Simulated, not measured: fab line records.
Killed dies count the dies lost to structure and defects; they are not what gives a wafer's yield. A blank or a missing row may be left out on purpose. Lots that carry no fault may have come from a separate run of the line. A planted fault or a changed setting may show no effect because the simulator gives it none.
Which tool was responsible? | flow gf180mcu | 6 lots, 18 wafers sampled, at 2 steps of a route of 602

== WHAT THE GAUGES READ, wafer by wafer ==
GF_TOP_METAL_CD_MEAS_14: target cd 440 nm.
lot  | measured     | on       | cdNm (nm)
L381 | day 29 09:13 | cdSem-02 | 440.1 437.7 436.9
L384 | day 30 02:55 | cdSem-01 | 442.1 441.5 441.9
L388 | day 30 19:42 | cdSem-01 | 434.9 437.7 438.5
L394 | day 32 10:49 | cdSem-01 | 440.6 439.8 438.6
L398 | day 33 06:47 | cdSem-02 | 440.1 438.1 439.9
L402 | day 34 01:24 | cdSem-01 | 440.1 441.2 440.6

== WHICH TOOL RAN EACH LOT (tool, then ch and the chambers of the sampled wafers, then the start) ==
lot  | GF_TOP_METAL_SPUTTER_03
L381 | pvdSputter-01, day 28 13:46
L384 | pvdSputter-04, day 29 07:57
L388 | pvdSputter-01, day 30 01:56
L394 | pvdSputter-02, day 31 18:14
L398 | pvdSputter-01, day 32 14:37
L402 | pvdSputter-02, day 33 09:57
- GF_TOP_METAL_SPUTTER_03: material Ti, target thk 5 nm, time 3.3 s.

== THE ANSWER, worked out from the rows above alone ==
Rule: usual is defined by the lots themselves. The widest of any qualifying gaps counts: lots, ordered by their means at a reading, are off when they make up no more than a third of the lots, leave a main group of 4 or more, and stand apart from it by 3 or more times the standard deviation of that group's means. The tables above print the reading to a certain number of digits; a main group whose means all agree to those digits is not used. A lot without any number at a reading at which 4 lots or more have one is off too. The other lots that the step has rows for count as sound.
No lot is off at any reading shown: from this, nothing can be told.

== WHAT THE SIMULATOR HAD PUT IN ==
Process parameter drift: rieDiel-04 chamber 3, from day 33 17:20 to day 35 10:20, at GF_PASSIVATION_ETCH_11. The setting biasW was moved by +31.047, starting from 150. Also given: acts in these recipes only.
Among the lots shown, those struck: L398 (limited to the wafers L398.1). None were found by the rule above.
